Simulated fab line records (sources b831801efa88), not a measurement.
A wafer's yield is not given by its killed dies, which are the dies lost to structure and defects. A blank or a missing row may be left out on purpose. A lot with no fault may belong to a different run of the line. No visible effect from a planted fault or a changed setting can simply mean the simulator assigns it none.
Matching of chambers + flow gf180mcu + 4 sister chambers for GF_V4_CMP_26 on cmp-02
The step polishes, stops on SiO2, t overpolish 15 s, target thk 0 nm. 39 wafers are shown with their chamber, then 12 later ones without.

## WAFERS PAIRED WITH THEIR CHAMBERS
| wafer  | chamber | motor current A (A) | time to endpoint s (s) | overpolish run s (s) |
|--------|---------|---------------------|------------------------|----------------------|
| L075.1 | 2       | 11.2                | 91                     | 14.998               |
| L075.2 | 0       | 12.0                | 81                     | 15.009               |
| L075.4 | 1       | 12.4                | 94                     | 14.997               |
| L078.2 | 0       | 11.9                | 84                     | 14.999               |
| L078.5 | 3       | 9.8                 | 87                     | 15.000               |
| L078.6 | 2       | 10.6                | 89                     | 15.009               |
| L080.3 | 1       | 13.3                | 88                     | 14.991               |
| L080.4 | 2       | 11.0                | 89                     | 14.998               |
| L080.5 | 1       | 13.1                | 88                     | 14.993               |
| L079.1 | 2       | 10.8                | 87                     | 15.007               |
| L079.3 | 3       | 10.1                | 84                     | 14.994               |
| L079.4 | 1       | 13.4                | 94                     | 14.982               |
| L082.1 | 3       | 9.7                 | 81                     | 14.998               |
| L082.2 | 1       | 13.2                | 93                     | 15.003               |
| L082.3 | 2       | 11.3                | 88                     | 14.996               |
| L083.3 | 0       | 11.8                | 82                     | 14.996               |
| L083.4 | 3       | 10.3                | 82                     | 14.996               |
| L083.6 | 0       | 11.5                | 82                     | 14.996               |
| L083.1 | 2       | 10.7                | 86                     | 14.994               |
| L083.2 | 1       | 12.2                | 88                     | 15.003               |
| L083.5 | 1       | 12.5                | 88                     | 14.981               |
| L086.2 | 0       | 12.0                | 81                     | 14.998               |
| L086.3 | 2       | 10.9                | 89                     | 14.992               |
| L086.5 | 2       | 10.7                | 90                     | 15.013               |
| L087.2 | 3       | 10.3                | 86                     | 14.993               |
| L087.5 | 3       | 9.9                 | 87                     | 14.992               |
| L087.6 | 0       | 11.7                | 81                     | 15.000               |
| L087.1 | 0       | 12.2                | 83                     | 15.000               |
| L087.3 | 1       | 12.9                | 91                     | 15.001               |
| L087.4 | 2       | 10.9                | 87                     | 15.001               |
| L088.2 | 0       | 11.4                | 81                     | 15.008               |
| L088.3 | 1       | 12.6                | 89                     | 14.984               |
| L088.5 | 2       | 10.9                | 85                     | 15.012               |
| L090.1 | 2       | 11.3                | 89                     | 14.997               |
| L090.2 | 3       | 10.4                | 78                     | 14.991               |
| L090.3 | 1       | 12.8                | 90                     | 15.007               |
| L091.1 | 1       | 12.5                | 95                     | 15.030               |
| L091.2 | 3       | 9.9                 | 83                     | 14.995               |
| L091.6 | 0       | 12.0                | 80                     | 15.012               |

SIGNATURES, as means of the wafers listed above
| reading            | chamber 0 | chamber 1 | chamber 2 | chamber 3 | scatter within a chamber |
|--------------------|-----------|-----------|-----------|-----------|--------------------------|
| motor current A    | 11.833    | 12.809    | 10.936    | 10.050    | 0.303                    |
| time to endpoint s | 81.67     | 90.73     | 88.18     | 83.50     | 2.34                     |
| overpolish run s   | 15.00200  | 14.99745  | 15.00155  | 14.99488  | 0.00907                  |
Rule: a wafer's distance from a chamber is the root of the sum, over the readings, of the square of ((its reading less the chamber's mean) divided by the reading's scatter). If the next closest chamber is less than 2 further off than the closest, the wafer can't be placed; otherwise it belongs to the closest. The scatter is the square root of a quotient: the sum, over the shown wafers, of each reading's squared deviation from its chamber's mean, divided by wafers minus chambers.

## WAFERS WITHOUT THEIR CHAMBER
| wafer  | motor current A (A) | time to endpoint s (s) | overpolish run s (s) |
|--------|---------------------|------------------------|----------------------|
| L092.3 | 10.8                | 83                     | 15.004               |
| L092.4 | 10.7                | 92                     | 14.990               |
| L092.6 | 9.6                 | 86                     | 15.005               |
| L094.2 | 10.5                | 86                     | 14.991               |
| L094.3 | 13.4                | 88                     | 15.019               |
| L094.5 | 10.5                | 92                     | 14.984               |
| L096.1 | 9.6                 | 85                     | 15.000               |
| L096.4 | 13.2                | 89                     | 15.002               |
| L096.6 | 10.3                | 84                     | 15.007               |
| L096.2 | 11.1                | 90                     | 15.003               |
| L096.3 | 12.6                | 81                     | 15.002               |
| L096.5 | 12.2                | 85                     | 15.008               |

## WHICH CHAMBER EACH WENT THROUGH
| wafer  | from the rows above          | in truth |
|--------|------------------------------|----------|
| L092.3 | can't be placed: 2 or 3 or 0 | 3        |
| L092.4 | 2                            | 2        |
| L092.6 | 3                            | 3        |
| L094.2 | can't be placed: 3 or 2      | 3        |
| L094.3 | 1                            | 1        |
| L094.5 | can't be placed: 2 or 3      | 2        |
| L096.1 | 3                            | 3        |
| L096.4 | 1                            | 1        |
| L096.6 | can't be placed: 3 or 2      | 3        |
| L096.2 | 2                            | 2        |
| L096.3 | can't be placed: 0 or 1      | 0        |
| L096.5 | can't be placed: 0 or 1      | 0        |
Correctly placed: 6 of 12. Unplaceable from these rows: 6, with the true chamber sitting among the candidates in 6. 0 placed wrongly.
